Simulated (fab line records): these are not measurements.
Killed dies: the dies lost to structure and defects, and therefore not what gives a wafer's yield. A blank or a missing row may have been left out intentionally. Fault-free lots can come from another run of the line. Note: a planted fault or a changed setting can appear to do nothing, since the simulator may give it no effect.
A struck lot beside a sound one    flow sky130    37 steps out of a route of 708
Sound: the wafers L636.2, L636.3, L636.5. Wafers L648.1, L648.5, L648.6 were the ones struck. The cause comes at the end.
Per side, at each step with rows, come the tool, then ch with its chambers, and then its first start. Under that, the readings that differ: sound wafers    struck wafers    difference of the means    sigmas: that difference in standard deviations of wafers without a fault.
alike: a reading whose means differ by less than 2 such deviations, as well as words and numbers matching on both sides. not compared: withheld readings; readings where some wafer has no value; bounds like >300 that might hide an equal value; numbers whose values overlap and for which the record gives no deviation.
The two part at a step that has a row with sigmas, a row that says differs or no value, or rows on one side only. Numbers that have no deviation but don't overlap get no sigmas and don't part them. Lack of a reading on every wafer of one side parts them only where that side has two or more wafers.

first, 10 steps without rows for these wafers: SKY_LDD_LDN_SOFTBAKE_03 (time 60 s); SKY_LDD_LDN_EXPOSE_04 (exposes mask LDNTM, target cd 700 nm); SKY_LDD_LDN_PEB_05; SKY_LDD_LDN_DEVELOP_06 (develop time 60 s); SKY_LDD_LDN_IMPLANT_08; SKY_LDD_LDN_IMPLANT_09; SKY_LDD_LDN_IMPLANT_10; SKY_LDD_LDN_IMPLANT_11; SKY_LDD_LDN_STRIP_12 (strips in O2/N2); SKY_LDD_LDN_CLEAN_14 (cleans in SC1/SC2, time 150 s).
SKY_SPACER_CVD_00: deposits Si3N4 from DCS/NH3, target thk 43.1 nm, time 740 s.
  sound on lpcvd-02 ch 1, day 27 11:31; struck on lpcvd-02 ch 1, day 30 18:52
reading                                  sound              struck             difference  sigmas
spikeTcBottomC (C)                       790.9 792.7 790.7  801.7 801.1 801.3  +9.9        +8
spikeTcCentreC (C)                       769.4 770.0 770.0  778.7 778.6 779.6  +9.2        +9
spikeTcLowerC (C)                        771.7 772.6 770.0  779.1 780.3 782.0  +9.0        +9
spikeTcTopC (C)                          784.9 785.2 784.8  793.8 795.3 794.8  +9.7        +5
spikeTcUpperC (C)                        769.7 768.5 768.6  779.0 778.1 777.9  +9.4        +7
susceptorTempC (C)                       769.4 770.5 770.3  779.7 779.5 779.5  +9.5        +30
model.Si3N4_of_SPACER_CVD_00.thkNm (nm)  43.09 43.08 43     50.53 50.82 50.6   +7.59       
  alike: zonePowerLowerPct
SKY_SPACER_THK_MEAS_01:
  struck on filmMetro-04, day 30 20:04; sound on filmMetro-02, day 27 12:44
reading                 sound           struck          difference  sigmas
SPACER_CVD_00_THK (nm)  43.1 43.1 43.1  50.6 50.8 50.6  +7.6        +18
SKY_SPACER_ETCHBACK_02: etches Si3N4 in CH3F/O2, stops on SiO2, time 46.7 s, target depth 45 nm.
  sound on rieDiel-02 ch 0,1, day 27 12:47; struck on rieDiel-01 ch 2,3, day 30 20:08
reading                  sound              struck             difference  sigmas
oesProductAu (a.u.)      0.851 0.860 0.852  0.937 0.930 0.935  +0.080      +12
model.etch.depthNm (nm)  43.09 43.08 43     50.53 50.82 50.6   +7.59       
  alike: O2_flow_sccm, drypumpMotorCurrentA, throttleValvePct
  not compared: rfHoursCounterH
then, 22 steps without rows for these wafers: SKY_POLY_CUT_DEHYDRATE_00 (time 60 s); SKY_POLY_CUT_HMDS_01 (prime time 60 s); SKY_POLY_CUT_COAT_02 (resist thk 60 nm); SKY_POLY_CUT_COAT_03 (resist thk 450 nm); SKY_POLY_CUT_SOFTBAKE_04 (time 90 s); SKY_POLY_CUT_EXPOSE_05 (exposes mask NPCM, target cd 270 nm); SKY_POLY_CUT_PEB_06; SKY_POLY_CUT_DEVELOP_07 (develop time 60 s); SKY_POLY_CUT_ETCH_10 (etches BARC in N2/H2, stops on SiO2, time 45.9 s, target depth 60 nm); SKY_POLY_CUT_ETCH_11 (etches Si3N4 in CF4/CH2F2/Ar, stops on poly-Si, time 42.5 s, target depth 60 nm); SKY_POLY_CUT_STRIP_12 (strips in O2/N2); SKY_SD_P_DEHYDRATE_00 (time 60 s); SKY_SD_P_HMDS_01 (prime time 60 s); SKY_SD_P_COAT_02 (resist thk 1140 nm); SKY_SD_P_SOFTBAKE_03 (time 60 s); SKY_SD_P_EXPOSE_04 (exposes mask PSDM, target cd 380 nm); SKY_SD_P_PEB_05; SKY_SD_P_DEVELOP_06 (develop time 60 s); SKY_SD_P_IMPLANT_09; SKY_SD_P_STRIP_10 (strips in O2/N2); SKY_RES_XHIGH_DEHYDRATE_00 (time 60 s); SKY_RES_XHIGH_HMDS_01 (prime time 60 s).
-- the record jumps here: 5 days lie between the struck wafers' starts before and after (it left off in module RES_XHIGH and takes up again in module SALICIDE, whose first step shown is number 361 of the route) --
SKY_SALICIDE_CLEAN_00: cleans in HF-last, time 30 s.
  sound on wetBench-01 ch 2, day 32 08:26; struck on wetBench-02 ch 3, day 35 12:50
reading                                  sound            struck             difference  sigmas
model.Si3N4_of_SPACER_CVD_00.thkNm (nm)  42.1 42.1 42.02  49.56 49.86 49.64  +7.61       
-- the record jumps here: 16 days lie between the struck wafers' starts before and after (it left off in module SALICIDE and takes up again in module PAD_OPEN, whose first step shown is number 708 of the route) --
SKY_PAD_OPEN_PROBE_99:
  struck on prober-01, day 51 07:54; sound on prober-01, day 49 03:37
reading                              sound              struck             difference  sigmas
model.etest.pfet_01v8.rOnOhmUm       2920 2902 2901     2995 3014 3038     +108        
model.etest.nfetG5v0d10v5.rOnOhmUm   1875 1904 1882     1951 1926 1943     +53         
model.etest.sonosUncharged.rOnOhmUm  806.7 815 831.4    841.3 848.1 841    +25.8       
model.etest.pfet_01v8.driveUaUm      189.6 192.8 191.1  188.9 188.2 185.2  -3.7        
model.etest.pfet_01v8_hvt.driveUaUm  142.6 143.9 141.3  139.2 139.4 137.4  -3.9        
model.etest.pfet_01v8_mvt.driveUaUm  153.2 152.5 152.6  151.2 151.7 151.7  -1.2        
model.etest.pfet_01v8_lvt.driveUaUm  175.7 175.3 174.5  170.1 171 171.6    -4.3        
  alike: killed_at_M0_to_M3, killed_at_M4_up, killedAtContacts, killedAtFrontEnd, killedAtOther, killedDies, killedOpen, killedShort
  not compared: model.etest.sramPfetLatch.driveUaUm

WHERE THEY PART
Last at SKY_SPACER_ETCHBACK_02 as far as this record goes, first at SKY_SPACER_CVD_00. Later steps at which nothing parts them and some readings are alike: SKY_PAD_OPEN_PROBE_99.

WHY: what the simulator had put in
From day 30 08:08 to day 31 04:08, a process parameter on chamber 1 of lpcvd-02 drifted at SKY_SPACER_CVD_00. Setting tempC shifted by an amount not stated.
